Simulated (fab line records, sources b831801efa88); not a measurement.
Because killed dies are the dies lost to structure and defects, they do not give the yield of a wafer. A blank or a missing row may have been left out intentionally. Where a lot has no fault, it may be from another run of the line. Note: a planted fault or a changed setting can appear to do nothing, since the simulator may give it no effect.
Which tool is to blame? + flow gf180mcu + 48 wafers from 16 lots sampled at 5 of the route's 602 steps

## WHAT THE GAUGES SHOWED, per wafer
GF_STI_THK_MEAS_02.
| lot  | measured    | on            | STI_OXIDATION_THK (nm) |
|------|-------------|---------------|------------------------|
| L273 | day 1 12:36 | film metro-01 | 9.97 10.15 10.01       |
| L274 | day 1 17:31 | film metro-02 | 10.27 10.36 10.60      |
| L275 | day 1 21:31 | film metro-01 | 9.96 10.09 9.94        |
| L276 | day 2 02:46 | film metro-01 | 10.03 10.09 9.98       |
| L280 | day 2 22:32 | film metro-02 | 10.26 10.05 10.16      |
| L281 | day 3 03:31 | film metro-04 | 10.02 9.94 10.18       |
| L282 | day 3 08:36 | film metro-04 | 9.87 9.88 9.92         |
| L283 | day 3 13:52 | film metro-01 | 9.85 9.84 9.96         |
| L284 | day 3 18:31 | film metro-01 | 9.73 10.05 9.78        |
| L285 | day 4 01:37 | film metro-04 | 9.88 9.96 9.93         |
| L286 | day 4 04:31 | film metro-02 | 9.78 9.82 9.76         |
| L287 | day 4 11:05 | film metro-01 | 10.06 10.06 10.13      |
| L288 | day 4 14:32 | film metro-02 | 9.81 9.85 10.01        |
| L289 | day 4 19:31 | film metro-01 | 9.70 9.89 9.77         |
| L290 | day 5 00:39 | film metro-01 | 9.94 10.05 9.87        |
| L291 | day 5 05:31 | film metro-01 | 9.79 9.75 9.85         |

GF_VT_IMPLANT_TW_MEAS_10.
| lot  | measured     | on            | VT_IMPLANT_TW           |
|------|--------------|---------------|-------------------------|
| L273 | day 5 18:35  | film metro-01 | 561 560 561             |
| L274 | day 5 21:01  | film metro-01 | 562 561 559             |
| L275 | day 6 02:30  | film metro-01 | 559 564 561             |
| L276 | day 6 10:25  | film metro-01 | 560 559 561             |
| L280 | day 7 11:02  | film metro-03 | 559 562 558             |
| L281 | day 7 16:07  | film metro-01 | 562 563 560             |
| L282 | day 7 23:01  | film metro-02 | 575 572 575             |
| L283 | day 8 04:03  | film metro-01 | 557 558 559             |
| L284 | day 8 09:43  | film metro-02 | 574 573 573             |
| L285 | day 8 18:06  | film metro-01 | 558 557 560             |
| L286 | day 8 22:46  | film metro-03 | 560 557 556             |
| L287 | day 9 07:51  | film metro-02 | 574 576 575             |
| L288 | day 9 13:13  | film metro-01 | 925 923 926 926 928 931 |
| L289 | day 9 17:18  | film metro-01 | 921 925 923 925 931 925 |
| L290 | day 9 23:38  | film metro-01 | 922 922 920 924 925 922 |
| L291 | day 10 06:04 | film metro-02 | 939 943 944 939 939 942 |

GF_HV_LDD_CD_MEAS_31: the cd target is 400 nm.
| lot  | measured     | on        | cd nm (nm)        |
|------|--------------|-----------|-------------------|
| L273 | day 11 16:34 | cd sem-01 | 399.2 396.6 400.5 |
| L274 | day 11 18:59 | cd sem-02 | 400.0 398.6 399.9 |
| L275 | day 12 03:58 | cd sem-02 | 404.0 405.1 404.7 |
| L276 | day 12 10:24 | cd sem-01 | 399.8 398.1 396.5 |
| L280 | day 13 20:13 | cd sem-02 | 398.1 395.2 397.2 |
| L281 | day 14 03:32 | cd sem-01 | 398.0 399.6 399.2 |
| L282 | day 14 13:43 | cd sem-02 | 400.4 398.9 400.9 |
| L283 | day 14 19:15 | cd sem-02 | 397.7 396.9 398.4 |
| L284 | day 15 00:37 | cd sem-02 | 398.7 398.9 397.2 |
| L285 | day 15 16:20 | cd sem-01 | 396.0 397.8 396.2 |
| L286 | day 15 20:51 | cd sem-01 | 402.1 401.9 400.6 |
| L287 | day 16 02:58 | cd sem-01 | 399.1 398.4 400.2 |

GF_HV_LDD_OVL_MEAS_47.
| lot  | measured     | on         | HV_LDD_03_OVL (nm) |
|------|--------------|------------|--------------------|
| L273 | day 12 12:29 | overlay-01 | -0.6 -0.7 1.9      |
| L274 | day 12 14:47 | overlay-01 | -1.5 -1.5 -1.2     |
| L275 | day 13 00:24 | overlay-02 | -1.7 -0.4 0.9      |
| L276 | day 13 07:04 | overlay-02 | 1.6 -0.5 -1.9      |
| L280 | day 14 18:02 | overlay-02 | -3.9 -0.9 -1.8     |
| L281 | day 15 01:22 | overlay-02 | -3.1 -1.1 -0.6     |
| L282 | day 15 11:25 | overlay-01 | -2.6 -1.4 -4.4     |
| L283 | day 15 17:04 | overlay-01 | 0.8 -0.6 1.2       |
| L284 | day 15 22:30 | overlay-02 | -2.3 1.1 -2.3      |
| L285 | day 16 15:15 | overlay-01 | 0.8 -1.3 1.1       |
| L286 | day 16 20:07 | overlay-02 | -3.7 -4.0 -2.0     |
| L287 | day 17 02:35 | overlay-02 | -3.2 -1.0 -0.9     |

## TOOL THAT RAN EACH LOT (tool first, then ch and the chambers of the sampled wafers, then the start)
| lot  | GF_VT_IMPLANT_IMPLANT_08        |
|------|---------------------------------|
| L273 | implanter-01 ch 0, day 5 18:20  |
| L274 | implanter-03 ch 0, day 5 20:46  |
| L275 | implanter-01 ch 0, day 6 02:15  |
| L276 | implanter-02 ch 0, day 6 10:10  |
| L280 | implanter-03 ch 0, day 7 10:49  |
| L281 | implanter-02 ch 0, day 7 15:52  |
| L282 | implanter-03 ch 0, day 7 22:48  |
| L283 | implanter-03 ch 0, day 8 03:49  |
| L284 | implanter-03 ch 0, day 8 09:29  |
| L285 | implanter-02 ch 0, day 8 17:52  |
| L286 | implanter-02 ch 0, day 8 22:31  |
| L287 | implanter-01 ch 0, day 9 07:36  |
| L288 | implanter-02 ch 0, day 9 13:00  |
| L289 | implanter-01 ch 0, day 9 17:03  |
| L290 | implanter-02 ch 0, day 9 23:23  |
| L291 | implanter-03 ch 0, day 10 05:49 |
- GF_VT_IMPLANT_IMPLANT_08

## WHAT THE TOOLS THEMSELVES READ (means of the sampled wafers that have a number; where no wafer has one, the mark that the record gives instead)
GF_VT_IMPLANT_IMPLANT_08.
| lot  | tool         | dose ions cm2 |
|------|--------------|---------------|
| L273 | implanter-01 | 8.285e+12     |
| L274 | implanter-03 | 8.276e+12     |
| L275 | implanter-01 | 8.287e+12     |
| L276 | implanter-02 | 8.286e+12     |
| L280 | implanter-03 | 8.301e+12     |
| L281 | implanter-02 | 8.289e+12     |
| L282 | implanter-03 | 8.296e+12     |
| L283 | implanter-03 | 8.276e+12     |
| L284 | implanter-03 | 8.301e+12     |
| L285 | implanter-02 | 8.291e+12     |
| L286 | implanter-02 | 8.290e+12     |
| L287 | implanter-01 | 8.296e+12     |
| L288 | implanter-02 | 8.282e+12     |
| L289 | implanter-01 | 8.287e+12     |
| L290 | implanter-02 | 8.299e+12     |
| L291 | implanter-03 | 8.286e+12     |

## THE ANSWER, worked out from the rows above alone
Rule: usual is defined by the lots themselves. The widest of any qualifying gaps counts: lots, ordered by their means at a reading, are off when they make up no more than a third of the lots, leave a main group of 4 or more, and stand apart from it by 3 or more times the standard deviation of that group's means. A main group is skipped when, at the precision printed for the reading in the tables above, its means are all equal. A lot without any number at a reading at which 4 lots or more have one is off too. The other lots that the step has rows for count as sound. First the gauges in route order, then the tools' own readings, where a lot's mean is used as printed above. At the first step where some lot is off, the reading lying furthest off is the one used; lots without a number count as furthest.
Off: at GF_VT_IMPLANT_TW_MEAS_10 (VT_IMPLANT_TW), L288, L289, L290, L291. The main group: mean 563, standard deviation 6.3.
A tool fits if, at a process step before that reading, it ran every lot that is off, and no sound lot after the first of them. The gauges at GF_VT_IMPLANT_TW_MEAS_10 are tried like those tools. No candidate that was tried fits.

## WHAT THE SIMULATOR PUT IN
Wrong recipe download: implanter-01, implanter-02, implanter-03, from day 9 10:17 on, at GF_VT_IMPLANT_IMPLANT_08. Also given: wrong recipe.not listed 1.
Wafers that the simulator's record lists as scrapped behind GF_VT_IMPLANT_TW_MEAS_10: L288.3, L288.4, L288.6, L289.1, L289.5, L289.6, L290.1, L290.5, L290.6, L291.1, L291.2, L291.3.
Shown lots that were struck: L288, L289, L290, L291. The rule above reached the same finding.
